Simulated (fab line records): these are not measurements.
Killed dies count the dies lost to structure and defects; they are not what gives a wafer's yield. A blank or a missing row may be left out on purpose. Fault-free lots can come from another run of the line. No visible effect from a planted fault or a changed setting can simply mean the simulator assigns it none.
Comparing a struck lot with a sound one | flow sky130 | 35 out of 708 route steps
Sound: wafers L779.1, L779.2, L779.5. Struck: wafer L785.6. (L785.1 of the same lot was not struck and is left out.) The cause comes at the end.
Order at every step that has rows: each side's tool, ch and its chambers, its first start. Under that, the readings that differ: sound wafers | struck wafers | difference of the means | sigmas: that difference in standard deviations of wafers without a fault.
alike: a reading whose means differ by less than 2 such deviations, as well as words and numbers matching on both sides. not compared: withheld readings; readings where some wafer has no value; bounds like >300 that might hide an equal value; numbers whose values overlap and for which the record gives no deviation.
The two part at a step that has a row with sigmas, a row that says differs or no value, or rows on one side only. When numbers do not overlap yet have no deviation, they are printed without sigmas and do not part them. A reading that every wafer of one side lacks parts them only if that side has two wafers or more.

SKY_SD_P_CD_MEAS_07 targets a cd of 380 nm.
  struck on cdSem-02, day 29 04:51; sound on cdSem-01, day 27 23:50
  alike: cdNm
SKY_SD_P_OVL_MEAS_08:
  struck on overlay-01, day 29 04:58; sound on overlay-01, day 27 23:57
  alike: SD_P_OVL
after that, 1 step had no rows for these wafers: SKY_SD_P_IMPLANT_09.
SKY_SD_P_STRIP_10: strips in O2/N2.
  sound on plasmaAsher-02 ch 0,1, day 28 00:08; struck on plasmaAsher-01 ch 0, day 29 05:10
  alike: drypumpMotorCurrentA, oesProductAu, stripTimeToEndpointS
  not compared: rfHoursCounterH
SKY_SD_P_TW_MEAS_11:
  struck on filmMetro-03, day 29 05:16; sound on filmMetro-02, day 28 00:14
reading | sound          | struck | difference | sigmas
SD_P_TW | 2866 2873 2865 | 2798   | -70        | -2
then, 7 steps without rows for these wafers: SKY_RES_XHIGH_DEHYDRATE_00 (time 60 s); SKY_RES_XHIGH_HMDS_01 (prime time 60 s); SKY_RES_XHIGH_COAT_02 (resist thk 1140 nm); SKY_RES_XHIGH_SOFTBAKE_03 (time 60 s); SKY_RES_XHIGH_EXPOSE_04 (exposes mask URPM, target cd 1270 nm); SKY_RES_XHIGH_PEB_05; SKY_RES_XHIGH_DEVELOP_06 (develop time 60 s).
SKY_RES_XHIGH_IMPLANT_07:
  sound on implanter-04 ch 0, day 29 04:08; struck on implanter-04 ch 0, day 30 08:36
  alike: endStationPressureTorr
SKY_RES_XHIGH_STRIP_08: strips in O2/N2.
  sound on plasmaAsher-03 ch 0,1, day 29 04:17; struck on plasmaAsher-02 ch 0, day 30 08:45
reading                  | sound             | struck | difference | sigmas
stripTimeToEndpointS (s) | 14.27 14.27 14.27 | 14.14  | -0.13      | -4
  alike: drypumpMotorCurrentA, oesProductAu
  not compared: rfHoursCounterH
SKY_RES_XHIGH_TW_MEAS_09:
  struck on filmMetro-02, day 30 08:51; sound on filmMetro-02, day 29 04:23
reading      | sound          | struck | difference | sigmas
RES_XHIGH_TW | 1655 1664 1659 | 1590   | -69        | -4
then, 7 steps without rows for these wafers: SKY_SD_N_DEHYDRATE_00 (time 60 s); SKY_SD_N_HMDS_01 (prime time 60 s); SKY_SD_N_COAT_02 (resist thk 1140 nm); SKY_SD_N_SOFTBAKE_03 (time 60 s); SKY_SD_N_EXPOSE_04 (exposes mask NSDM, target cd 380 nm); SKY_SD_N_PEB_05; SKY_SD_N_DEVELOP_06 (develop time 60 s).
SKY_SD_N_CD_MEAS_07 targets a cd of 380 nm.
  struck on cdSem-02, day 31 13:02; sound on cdSem-02, day 30 08:02
  alike: cdNm
SKY_SD_N_OVL_MEAS_08:
  struck on overlay-01, day 31 13:10; sound on overlay-01, day 30 08:10
reading       | sound          | struck | difference | sigmas
SD_N_OVL (nm) | -1.8 -0.3 -2.1 | 2.9    | +4.3       | +3
then, 2 steps without rows for these wafers: SKY_SD_N_IMPLANT_09; SKY_SD_N_IMPLANT_10.
SKY_SD_N_STRIP_11: strips in O2/N2.
  sound on plasmaAsher-01 ch 0,1, day 30 08:30; struck on plasmaAsher-01 ch 0, day 31 13:30
reading                  | sound       | struck | difference | sigmas
drypumpMotorCurrentA (A) | 6.3 4.9 6.3 | 4.9    | -0.9       | -2
  alike: oesProductAu, stripTimeToEndpointS
  not compared: rfHoursCounterH
SKY_SD_N_TW_MEAS_12:
  struck on filmMetro-02, day 31 13:36; sound on filmMetro-03, day 30 08:36
  alike: SD_N_TW
then, 1 step without rows for these wafers: SKY_SD_N_CLEAN_13 (cleans in SC1/SC2, time 150 s).
SKY_SD_N_RTA_14: time 2 s.
  sound on rtpAnneal-01 ch 0, day 30 08:43; struck on rtpAnneal-01 ch 0, day 31 13:43
reading     | sound                | struck | difference | sigmas
rampUpCPerS | 149.98 150.01 149.97 | 150.06 | +0.07      | +3
  alike: chamberO2Ppm, lampPowerPct, wafer_temp_C_max
SKY_SD_N_RS_MEAS_16: the measuring method here is four-point-probe.
  struck on filmMetro-01, day 31 13:53; sound on filmMetro-03, day 30 08:53
  alike: SD_N_RS
SKY_SD_N_RS_MEAS_17: the measuring method here is four-point-probe.
  struck on filmMetro-01, day 31 14:00; sound on filmMetro-03, day 30 09:00
  alike: SD_P_RS
SKY_SD_N_RS_MEAS_18: the measuring method here is four-point-probe.
  struck on filmMetro-01, day 31 14:07; sound on filmMetro-03, day 30 09:07
reading               | sound             | struck | difference | sigmas
RES_XHIGH_RS (ohm/sq) | 332.4 332.0 331.9 | 374.4  | +42.3      | +33
then, 1 step without rows for these wafers: SKY_SALICIDE_CLEAN_00 (cleans in HF-last, time 30 s).
-- the record jumps here: 17 days lie between the struck wafers' starts before and after (it left off in module SALICIDE and takes up again in module PAD_OPEN, whose first step shown is number 708 of the route) --
SKY_PAD_OPEN_PROBE_99:
  struck on prober-02, day 48 08:43; sound on prober-02, day 47 17:08
reading                                     | sound                | struck    | difference | sigmas
killedAtFrontEnd                            | 14 8 11              | 22        | +11        | +2
model.etest.resXhighPo.lineOhmUm            | 5307 5518 5774       | 1.047e+04 | +4.937e+03 | 
model.etest.resXhighPo.rsOhmSqRange         | 61.93 53.72 64.68    | 1822      | +1762      | 
model.etest.resXhighPo.rsOhmSq              | 1870 1915 2000       | 3764      | +1836      | 
model.etest.resXhighPo.rsOhmSqRimLessCentre | -41.68 -47.85 -46.27 | -964.5    | -919.2     | 
  alike: killed_at_M0_to_M3, killed_at_M4_up, killedAtContacts, killedAtOther, killedDies, killedOpen, killedShort

== WHERE THEY PART ==
At SKY_SD_P_TW_MEAS_11 first; at SKY_PAD_OPEN_PROBE_99 last (within this record only).

WHY: what had been put in by the simulator
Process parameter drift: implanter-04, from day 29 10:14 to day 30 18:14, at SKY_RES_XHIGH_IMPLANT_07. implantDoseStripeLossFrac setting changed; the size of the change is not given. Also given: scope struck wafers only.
